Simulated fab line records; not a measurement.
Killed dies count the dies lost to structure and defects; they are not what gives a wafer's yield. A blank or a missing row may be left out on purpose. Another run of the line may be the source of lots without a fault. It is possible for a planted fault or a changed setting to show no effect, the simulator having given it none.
Which of the tools did it? :: flow gf180mcu :: 72 wafers from 24 lots sampled at 5 of the route's 602 steps

## WHAT EACH GAUGE READ, for each wafer
GF_PASSIVATION_THK_MEAS_01.
lot: L074
measured: day 28 10:45
on: film metro-03
PASSIVATION_CVD_00_THK (nm): 1021 1020 1012

lot: L075
measured: day 28 11:54
on: film metro-04
PASSIVATION_CVD_00_THK (nm): 979 989 1006

lot: L076
measured: day 28 22:04
on: film metro-03
PASSIVATION_CVD_00_THK (nm): 1037 1009 1029

lot: L077
measured: day 29 10:07
on: film metro-04
PASSIVATION_CVD_00_THK (nm): 1018 1010 1012

lot: L078
measured: day 29 13:20
on: film metro-03
PASSIVATION_CVD_00_THK (nm): 982 999 1017

lot: L079
measured: day 29 14:24
on: film metro-03
PASSIVATION_CVD_00_THK (nm): 990 1012 1010

lot: L080
measured: day 30 02:30
on: film metro-02
PASSIVATION_CVD_00_THK (nm): 1005 987 1000

lot: L081
measured: day 30 08:24
on: film metro-04
PASSIVATION_CVD_00_THK (nm): 1016 998 1008

lot: L082
measured: day 30 15:02
on: film metro-04
PASSIVATION_CVD_00_THK (nm): 991 977 1013

lot: L083
measured: day 30 20:24
on: film metro-02
PASSIVATION_CVD_00_THK (nm): 976 982 970

lot: L084
measured: day 31 03:40
on: film metro-04
PASSIVATION_CVD_00_THK (nm): 994 977 1013

lot: L085
measured: day 31 12:35
on: film metro-02
PASSIVATION_CVD_00_THK (nm): 998 1006 988

lot: L086
measured: day 31 16:09
on: film metro-03
PASSIVATION_CVD_00_THK (nm): 993 994 992

lot: L087
measured: day 32 04:36
on: film metro-04
PASSIVATION_CVD_00_THK (nm): 1000 1008 1014

lot: L088
measured: day 32 06:47
on: film metro-04
PASSIVATION_CVD_00_THK (nm): 994 1007 1006

lot: L089
measured: day 32 08:46
on: film metro-02
PASSIVATION_CVD_00_THK (nm): 1008 1014 1006

lot: L090
measured: day 32 16:59
on: film metro-04
PASSIVATION_CVD_00_THK (nm): 1003 1011 977

lot: L091
measured: day 32 23:09
on: film metro-02
PASSIVATION_CVD_00_THK (nm): 996 1011 1022

lot: L092
measured: day 33 08:22
on: film metro-03
PASSIVATION_CVD_00_THK (nm): 999 966 969

lot: L093
measured: day 33 09:39
on: film metro-02
PASSIVATION_CVD_00_THK (nm): 978 1017 986

lot: L094
measured: day 33 15:22
on: film metro-03
PASSIVATION_CVD_00_THK (nm): 980 978 1005

lot: L095
measured: day 33 23:53
on: film metro-04
PASSIVATION_CVD_00_THK (nm): 1001 1018 1018

lot: L096
measured: day 34 01:17
on: film metro-03
PASSIVATION_CVD_00_THK (nm): 960 988 988

lot: L097
measured: day 34 07:35
on: film metro-04
PASSIVATION_CVD_00_THK (nm): 1000 997 968

## TOOL THAT RAN EACH LOT (tool first, then ch and the chambers of the sampled wafers, then the start)
lot: L074
GF_V4_ETCH_16: rie diel-03 ch 1,2, day 24 17:44
GF_V4_CMP_26: cmp-02 ch 0,1,3, day 24 18:57
GF_V5_ETCH_16: rie diel-03 ch 0,1,3, day 27 12:23
GF_V5_SPUTTER_21: pvd sputter-01, day 27 13:10

lot: L075
GF_V4_ETCH_16: rie diel-01 ch 2,3, day 24 19:08
GF_V4_CMP_26: cmp-01 ch 0,2,3, day 24 20:19
GF_V5_ETCH_16: rie diel-04 ch 0,1,2, day 27 13:18
GF_V5_SPUTTER_21: pvd sputter-03, day 27 14:04

lot: L076
GF_V4_ETCH_16: rie diel-03 ch 1,2, day 25 06:44
GF_V4_CMP_26: cmp-02 ch 1,2, day 25 07:47
GF_V5_ETCH_16: rie diel-03 ch 2,3, day 27 23:58
GF_V5_SPUTTER_21: pvd sputter-03, day 28 01:00

lot: L077
GF_V4_ETCH_16: rie diel-01 ch 1,3, day 25 17:44
GF_V4_CMP_26: cmp-01 ch 1,2, day 25 18:49
GF_V5_ETCH_16: rie diel-01 ch 0,1, day 28 11:43
GF_V5_SPUTTER_21: pvd sputter-04, day 28 12:26

lot: L078
GF_V4_ETCH_16: rie diel-03 ch 2,3, day 25 22:37
GF_V4_CMP_26: cmp-01 ch 1,2,3, day 25 23:46
GF_V5_ETCH_16: rie diel-03 ch 0,3, day 28 15:36
GF_V5_SPUTTER_21: pvd sputter-03, day 28 16:17

lot: L079
GF_V4_ETCH_16: rie diel-01 ch 1,2,3, day 25 23:19
GF_V4_CMP_26: cmp-02 ch 0,1,3, day 26 00:29
GF_V5_ETCH_16: rie diel-01 ch 0,2,3, day 28 16:25
GF_V5_SPUTTER_21: pvd sputter-03, day 28 17:07

lot: L080
GF_V4_ETCH_16: rie diel-03 ch 1,2, day 26 13:38
GF_V4_CMP_26: cmp-01 ch 0,1,3, day 26 14:41
GF_V5_ETCH_16: rie diel-04 ch 1,2,3, day 29 04:50
GF_V5_SPUTTER_21: pvd sputter-01, day 29 05:32

lot: L081
GF_V4_ETCH_16: rie diel-02 ch 0,1,2, day 26 19:02
GF_V4_CMP_26: cmp-02 ch 1,2, day 26 20:05
GF_V5_ETCH_16: rie diel-04 ch 1,2, day 29 11:35
GF_V5_SPUTTER_21: pvd sputter-01, day 29 12:19

lot: L082
GF_V4_ETCH_16: rie diel-02 ch 0,1,3, day 27 01:56
GF_V4_CMP_26: cmp-02 ch 0,1,2, day 27 02:59
GF_V5_ETCH_16: rie diel-01 ch 0,1, day 29 18:10
GF_V5_SPUTTER_21: pvd sputter-04, day 29 18:51

lot: L083
GF_V4_ETCH_16: rie diel-03 ch 1,2,3, day 27 08:29
GF_V4_CMP_26: cmp-02 ch 0,2,3, day 27 09:43
GF_V5_ETCH_16: rie diel-03 ch 0,2, day 29 23:14
GF_V5_SPUTTER_21: pvd sputter-03, day 30 00:01

lot: L084
GF_V4_ETCH_16: rie diel-01 ch 0,2,3, day 27 16:59
GF_V4_CMP_26: cmp-01 ch 0,1,3, day 27 18:27
GF_V5_ETCH_16: rie diel-03 ch 1,2, day 30 07:07
GF_V5_SPUTTER_21: pvd sputter-04, day 30 07:52

lot: L085
GF_V4_ETCH_16: rie diel-01 ch 0,1, day 28 03:02
GF_V4_CMP_26: cmp-01 ch 1,2,3, day 28 04:14
GF_V5_ETCH_16: rie diel-03 ch 0,3, day 30 16:29
GF_V5_SPUTTER_21: pvd sputter-04, day 30 17:11

lot: L086
GF_V4_ETCH_16: rie diel-03 ch 0,1,3, day 28 07:01
GF_V4_CMP_26: cmp-02 ch 0,1,3, day 28 08:10
GF_V5_ETCH_16: rie diel-03 ch 0,3, day 30 19:55
GF_V5_SPUTTER_21: pvd sputter-01, day 30 20:36

lot: L087
GF_V4_ETCH_16: rie diel-01 ch 0,1,2, day 28 20:16
GF_V4_CMP_26: cmp-01 ch 0,1,3, day 28 21:22
GF_V5_ETCH_16: rie diel-04 ch 0,2, day 31 08:47
GF_V5_SPUTTER_21: pvd sputter-01, day 31 09:28

lot: L088
GF_V4_ETCH_16: rie diel-03 ch 0,2,3, day 29 00:19
GF_V4_CMP_26: cmp-02 ch 2,3, day 29 01:27
GF_V5_ETCH_16: rie diel-03 ch 0,1, day 31 11:20
GF_V5_SPUTTER_21: pvd sputter-03, day 31 12:04

lot: L089
GF_V4_ETCH_16: rie diel-02 ch 1,2, day 29 03:05
GF_V4_CMP_26: cmp-01 ch 0,1,3, day 29 04:09
GF_V5_ETCH_16: rie diel-03 ch 0,1,3, day 31 13:11
GF_V5_SPUTTER_21: pvd sputter-04, day 31 13:55

lot: L090
GF_V4_ETCH_16: rie diel-02 ch 0,1,2, day 29 12:50
GF_V4_CMP_26: cmp-02 ch 1,2,3, day 29 13:58
GF_V5_ETCH_16: rie diel-03 ch 0,1,3, day 31 21:50
GF_V5_SPUTTER_21: pvd sputter-01, day 31 22:32

lot: L091
GF_V4_ETCH_16: rie diel-03 ch 1,2,3, day 29 19:07
GF_V4_CMP_26: cmp-02 ch 0,1,3, day 29 20:19
GF_V5_ETCH_16: rie diel-01 ch 0,2,3, day 32 04:07
GF_V5_SPUTTER_21: pvd sputter-01, day 32 04:48

lot: L092
GF_V4_ETCH_16: rie diel-02 ch 0,1,2, day 30 05:14
GF_V4_CMP_26: cmp-01 ch 1,2,3, day 30 06:20
GF_V5_ETCH_16: rie diel-03 ch 0,1,3, day 32 13:29
GF_V5_SPUTTER_21: pvd sputter-04, day 32 14:10

lot: L093
GF_V4_ETCH_16: rie diel-02 ch 0,1,2, day 30 07:28
GF_V4_CMP_26: cmp-02 ch 0,2, day 30 08:34
GF_V5_ETCH_16: rie diel-04 ch 0,1,3, day 32 15:17
GF_V5_SPUTTER_21: pvd sputter-01, day 32 15:58

lot: L094
GF_V4_ETCH_16: rie diel-03 ch 0,1,2, day 30 13:47
GF_V4_CMP_26: cmp-01 ch 0,1, day 30 14:52
GF_V5_ETCH_16: rie diel-04 ch 0,1,2, day 32 21:05
GF_V5_SPUTTER_21: pvd sputter-01, day 32 21:48

lot: L095
GF_V4_ETCH_16: rie diel-01 ch 0,3, day 30 23:07
GF_V4_CMP_26: cmp-01 ch 0,2,3, day 31 00:11
GF_V5_ETCH_16: rie diel-04 ch 0,1,2, day 33 05:53
GF_V5_SPUTTER_21: pvd sputter-01, day 33 06:35

lot: L096
GF_V4_ETCH_16: rie diel-02 ch 0,1,2, day 31 01:56
GF_V4_CMP_26: cmp-02 ch 0,1,3, day 31 02:59
GF_V5_ETCH_16: rie diel-04 ch 0,1,3, day 33 07:52
GF_V5_SPUTTER_21: pvd sputter-04, day 33 08:33

lot: L097
GF_V4_ETCH_16: rie diel-02 ch 0,2, day 31 08:05
GF_V4_CMP_26: cmp-02 ch 0,1,3, day 31 09:14
GF_V5_ETCH_16: rie diel-01 ch 0,2, day 33 13:05
GF_V5_SPUTTER_21: pvd sputter-04, day 33 13:49
- GF_V4_ETCH_16: etches BARC in N2/H2.
- GF_V4_CMP_26: polishes, stops on SiO2, t overpolish 15 s, target thk 0 nm.
- GF_V5_ETCH_16: etches BARC in N2/H2.
- GF_V5_SPUTTER_21: material Ti, target thk 15 nm, time 80.02 s.

## WHAT THE TOOLS THEMSELVES READ (means of the sampled wafers that have a number; where no wafer has one, the mark that the record gives instead)
GF_V4_ETCH_16.
lot: L074
tool: rie diel-03
drypump motor current A (A): 5.73
oes product au (a.u.): 0.853
throttle valve pct (%): 13.230

lot: L075
tool: rie diel-01
drypump motor current A (A): 5.95
oes product au (a.u.): 0.854
throttle valve pct (%): 13.232

lot: L076
tool: rie diel-03
drypump motor current A (A): 5.71
oes product au (a.u.): 0.858
throttle valve pct (%): 13.224

lot: L077
tool: rie diel-01
drypump motor current A (A): 5.81
oes product au (a.u.): 0.855
throttle valve pct (%): 13.217

lot: L078
tool: rie diel-03
drypump motor current A (A): 5.43
oes product au (a.u.): 0.855
throttle valve pct (%): 13.226

lot: L079
tool: rie diel-01
drypump motor current A (A): 5.96
oes product au (a.u.): 0.853
throttle valve pct (%): 13.219

lot: L080
tool: rie diel-03
drypump motor current A (A): 5.49
oes product au (a.u.): 0.856
throttle valve pct (%): 13.221

lot: L081
tool: rie diel-02
drypump motor current A (A): 5.65
oes product au (a.u.): 0.855
throttle valve pct (%): 13.222

lot: L082
tool: rie diel-02
drypump motor current A (A): 5.53
oes product au (a.u.): 0.849
throttle valve pct (%): 13.223

lot: L083
tool: rie diel-03
drypump motor current A (A): 5.67
oes product au (a.u.): 0.859
throttle valve pct (%): 13.215

lot: L084
tool: rie diel-01
drypump motor current A (A): 5.85
oes product au (a.u.): 0.853
throttle valve pct (%): 13.219

lot: L085
tool: rie diel-01
drypump motor current A (A): 5.95
oes product au (a.u.): 0.853
throttle valve pct (%): 13.222

lot: L086
tool: rie diel-03
drypump motor current A (A): 5.87
oes product au (a.u.): 0.859
throttle valve pct (%): 13.219

lot: L087
tool: rie diel-01
drypump motor current A (A): 5.96
oes product au (a.u.): 0.853
throttle valve pct (%): 13.225

lot: L088
tool: rie diel-03
drypump motor current A (A): 5.61
oes product au (a.u.): 0.857
throttle valve pct (%): 13.219

lot: L089
tool: rie diel-02
drypump motor current A (A): 5.67
oes product au (a.u.): 0.854
throttle valve pct (%): 13.217

lot: L090
tool: rie diel-02
drypump motor current A (A): 5.67
oes product au (a.u.): 0.856
throttle valve pct (%): 13.231

lot: L091
tool: rie diel-03
drypump motor current A (A): 5.66
oes product au (a.u.): 0.856
throttle valve pct (%): 13.217

lot: L092
tool: rie diel-02
drypump motor current A (A): 5.68
oes product au (a.u.): 0.853
throttle valve pct (%): 13.232

lot: L093
tool: rie diel-02
drypump motor current A (A): 5.67
oes product au (a.u.): 0.853
throttle valve pct (%): 13.225

lot: L094
tool: rie diel-03
drypump motor current A (A): 5.67
oes product au (a.u.): 0.855
throttle valve pct (%): 13.224

lot: L095
tool: rie diel-01
drypump motor current A (A): 5.75
oes product au (a.u.): 0.854
throttle valve pct (%): 13.230

lot: L096
tool: rie diel-02
drypump motor current A (A): 5.67
oes product au (a.u.): 0.851
throttle valve pct (%): 13.227

lot: L097
tool: rie diel-02
drypump motor current A (A): 5.81
oes product au (a.u.): 0.853
throttle valve pct (%): 13.228

GF_V4_CMP_26.
lot: L074
tool: cmp-02
motor current A (A): 12.6
overpolish run s (s): 15.000
time to endpoint s (s): 82

lot: L075
tool: cmp-01
motor current A (A): 10.8
overpolish run s (s): 15.014
time to endpoint s (s): 84

lot: L076
tool: cmp-02
motor current A (A): 12.3
overpolish run s (s): 14.997
time to endpoint s (s): 84

lot: L077
tool: cmp-01
motor current A (A): 11.4
overpolish run s (s): 14.999
time to endpoint s (s): 94

lot: L078
tool: cmp-01
motor current A (A): 11.3
overpolish run s (s): 15.004
time to endpoint s (s): 90

lot: L079
tool: cmp-02
motor current A (A): 12.6
overpolish run s (s): 14.997
time to endpoint s (s): 85

lot: L080
tool: cmp-01
motor current A (A): 10.5
overpolish run s (s): 15.007
time to endpoint s (s): 83

lot: L081
tool: cmp-02
motor current A (A): 11.3
overpolish run s (s): 15.002
time to endpoint s (s): 87

lot: L082
tool: cmp-02
motor current A (A): 11.8
overpolish run s (s): 14.995
time to endpoint s (s): 89

lot: L083
tool: cmp-02
motor current A (A): 11.4
overpolish run s (s): 14.998
time to endpoint s (s): 91

lot: L084
tool: cmp-01
motor current A (A): 10.5
overpolish run s (s): 15.001
time to endpoint s (s): 83

lot: L085
tool: cmp-01
motor current A (A): 10.9
overpolish run s (s): 14.996
time to endpoint s (s): 88

lot: L086
tool: cmp-02
motor current A (A): 12.5
overpolish run s (s): 14.991
time to endpoint s (s): 90

lot: L087
tool: cmp-01
motor current A (A): 10.5
overpolish run s (s): 14.991
time to endpoint s (s): 81

lot: L088
tool: cmp-02
motor current A (A): 11.6
overpolish run s (s): 15.007
time to endpoint s (s): 90

lot: L089
tool: cmp-01
motor current A (A): 10.2
overpolish run s (s): 15.003
time to endpoint s (s): 85

lot: L090
tool: cmp-02
motor current A (A): 11.8
overpolish run s (s): 14.990
time to endpoint s (s): 87

lot: L091
tool: cmp-02
motor current A (A): 12.8
overpolish run s (s): 15.002
time to endpoint s (s): 91

lot: L092
tool: cmp-01
motor current A (A): 10.7
overpolish run s (s): 14.999
time to endpoint s (s): 85

lot: L093
tool: cmp-02
motor current A (A): 11.0
overpolish run s (s): 15.008
time to endpoint s (s): 91

lot: L094
tool: cmp-01
motor current A (A): 10.2
overpolish run s (s): 15.005
time to endpoint s (s): 83

lot: L095
tool: cmp-01
motor current A (A): 10.8
overpolish run s (s): 15.000
time to endpoint s (s): 85

lot: L096
tool: cmp-02
motor current A (A): 12.6
overpolish run s (s): 15.001
time to endpoint s (s): 88

lot: L097
tool: cmp-02
motor current A (A): 12.6
overpolish run s (s): 15.003
time to endpoint s (s): 93

GF_V5_ETCH_16.
lot: L074
tool: rie diel-03
drypump motor current A (A): 5.84
oes product au (a.u.): 0.860
throttle valve pct (%): 13.204

lot: L075
tool: rie diel-04
drypump motor current A (A): 5.49
oes product au (a.u.): 0.853
throttle valve pct (%): 13.226

lot: L076
tool: rie diel-03
drypump motor current A (A): 5.42
oes product au (a.u.): 0.853
throttle valve pct (%): 13.219

lot: L077
tool: rie diel-01
drypump motor current A (A): 5.97
oes product au (a.u.): 0.860
throttle valve pct (%): 13.230

lot: L078
tool: rie diel-03
drypump motor current A (A): 5.78
oes product au (a.u.): 0.859
throttle valve pct (%): 13.226

lot: L079
tool: rie diel-01
drypump motor current A (A): 5.84
oes product au (a.u.): 0.855
throttle valve pct (%): 13.212

lot: L080
tool: rie diel-04
drypump motor current A (A): 5.46
oes product au (a.u.): 0.850
throttle valve pct (%): 13.229

lot: L081
tool: rie diel-04
drypump motor current A (A): 5.44
oes product au (a.u.): 0.855
throttle valve pct (%): 13.224

lot: L082
tool: rie diel-01
drypump motor current A (A): 5.96
oes product au (a.u.): 0.854
throttle valve pct (%): 13.219

lot: L083
tool: rie diel-03
drypump motor current A (A): 5.42
oes product au (a.u.): 0.849
throttle valve pct (%): 13.220

lot: L084
tool: rie diel-03
drypump motor current A (A): 5.48
oes product au (a.u.): 0.855
throttle valve pct (%): 13.223

lot: L085
tool: rie diel-03
drypump motor current A (A): 5.79
oes product au (a.u.): 0.851
throttle valve pct (%): 13.219

lot: L086
tool: rie diel-03
drypump motor current A (A): 5.77
oes product au (a.u.): 0.856
throttle valve pct (%): 13.228

lot: L087
tool: rie diel-04
drypump motor current A (A): 5.65
oes product au (a.u.): 0.852
throttle valve pct (%): 13.229

lot: L088
tool: rie diel-03
drypump motor current A (A): 5.89
oes product au (a.u.): 0.852
throttle valve pct (%): 13.221

lot: L089
tool: rie diel-03
drypump motor current A (A): 5.84
oes product au (a.u.): 0.852
throttle valve pct (%): 13.220

lot: L090
tool: rie diel-03
drypump motor current A (A): 5.83
oes product au (a.u.): 0.860
throttle valve pct (%): 13.236

lot: L091
tool: rie diel-01
drypump motor current A (A): 5.85
oes product au (a.u.): 0.852
throttle valve pct (%): 13.225

lot: L092
tool: rie diel-03
drypump motor current A (A): 5.83
oes product au (a.u.): 0.851
throttle valve pct (%): 13.226

lot: L093
tool: rie diel-04
drypump motor current A (A): 5.48
oes product au (a.u.): 0.854
throttle valve pct (%): 13.229

lot: L094
tool: rie diel-04
drypump motor current A (A): 5.46
oes product au (a.u.): 0.849
throttle valve pct (%): 13.225

lot: L095
tool: rie diel-04
drypump motor current A (A): 5.45
oes product au (a.u.): 0.857
throttle valve pct (%): 13.225

lot: L096
tool: rie diel-04
drypump motor current A (A): 5.47
oes product au (a.u.): 0.851
throttle valve pct (%): 13.217

lot: L097
tool: rie diel-01
drypump motor current A (A): 5.87
oes product au (a.u.): 0.858
throttle valve pct (%): 13.224

GF_V5_SPUTTER_21.
lot: L074
tool: pvd sputter-01
throttle valve pct (%): 30.1

lot: L075
tool: pvd sputter-03
throttle valve pct (%): 30.0

lot: L076
tool: pvd sputter-03
throttle valve pct (%): 30.0

lot: L077
tool: pvd sputter-04
throttle valve pct (%): 29.5

lot: L078
tool: pvd sputter-03
throttle valve pct (%): 29.9

lot: L079
tool: pvd sputter-03
throttle valve pct (%): 29.9

lot: L080
tool: pvd sputter-01
throttle valve pct (%): 30.5

lot: L081
tool: pvd sputter-01
throttle valve pct (%): 30.3

lot: L082
tool: pvd sputter-04
throttle valve pct (%): 30.2

lot: L083
tool: pvd sputter-03
throttle valve pct (%): 29.8

lot: L084
tool: pvd sputter-04
throttle valve pct (%): 29.7

lot: L085
tool: pvd sputter-04
throttle valve pct (%): 30.4

lot: L086
tool: pvd sputter-01
throttle valve pct (%): 30.3

lot: L087
tool: pvd sputter-01
throttle valve pct (%): 29.8

lot: L088
tool: pvd sputter-03
throttle valve pct (%): 30.1

lot: L089
tool: pvd sputter-04
throttle valve pct (%): 29.3

lot: L090
tool: pvd sputter-01
throttle valve pct (%): 30.1

lot: L091
tool: pvd sputter-01
throttle valve pct (%): 30.9

lot: L092
tool: pvd sputter-04
throttle valve pct (%): 29.3

lot: L093
tool: pvd sputter-01
throttle valve pct (%): 30.2

lot: L094
tool: pvd sputter-01
throttle valve pct (%): 30.6

lot: L095
tool: pvd sputter-01
throttle valve pct (%): 30.1

lot: L096
tool: pvd sputter-04
throttle valve pct (%): 30.0

lot: L097
tool: pvd sputter-04
throttle valve pct (%): 29.8

## THE ANSWER, worked out from the rows above alone
Rule: usual is defined by the lots themselves. Put in order of their means at a reading, lots are off if they are a third of the lots or fewer, leave a main group of 4 or more, and stand apart from it by a gap of 3 or more times the standard deviation of the main group's means; of several such gaps the widest counts. A main group whose means are all the same, to the digits that the tables above print for the reading, isn't used. A lot without any number at a reading at which 4 lots or more have one is off too. The other lots that the step has rows for count as sound. After the gauges, taken in route order, come the tools' own readings; for these a lot's mean is taken, as printed above. At the first step where some lot is off, the reading lying furthest off is the one used; lots without a number count as furthest.
Across all readings shown, no lot is off: no conclusion can be drawn from this.

## WHAT WAS PUT IN BY THE SIMULATOR
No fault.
